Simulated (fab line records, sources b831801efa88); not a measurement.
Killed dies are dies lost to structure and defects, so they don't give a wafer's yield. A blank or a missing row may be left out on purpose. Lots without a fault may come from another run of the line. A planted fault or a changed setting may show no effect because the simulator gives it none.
Chamber matching | flow sky130 | SKY_VIA2_CMP_02 on cmp-02: 4 sister chambers
The step polishes SiO2. 4 wafers are shown with their chamber, then 7 later ones without.

WAFERS WITH THEIR CHAMBER
wafer  | chamber | motor_current_A (A)
L240.6 | 2       | 13.7
L241.6 | 0       | 11.0
L242.1 | 1       | 13.6
L242.4 | 3       | 13.4

WAFERS WITHOUT THEIR CHAMBER
wafer  | motor_current_A (A)
L242.5 | 11.1
L244.4 | 11.7
L244.5 | 13.6
L244.6 | 13.3
L245.2 | 14.3
L245.4 | 13.5
L245.6 | 11.6

WHICH CHAMBER EACH WENT THROUGH
wafer  | from the rows above          | in truth
L242.5 | 0                            | 0
L244.4 | 0                            | 0
L244.5 | can't be placed: 1 or 2 or 3 | 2
L244.6 | can't be placed: 3 or 1 or 2 | 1
L245.2 | can't be placed: 2 or 1 or 3 | 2
L245.4 | can't be placed: 1 or 3 or 2 | 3
L245.6 | 0                            | 0
Placed correctly: 3 of 7. Can't be placed from these rows: 4 (the true chamber is among the candidates in 4). Placed wrongly: 0.
How it was worked out, from the rows above alone: a wafer's distance from a chamber is the root of the sum, over the readings, of the square of ((its reading less the chamber's mean) divided by the reading's scatter). The wafer belongs to the nearest chamber; if the next one is less than 2 further off, it can't be placed. A chamber's mean is the mean of its shown wafers. The scatter: with one shown wafer a chamber, the root of the mean of the squares of how far each hidden wafer lies from its nearest shown one.
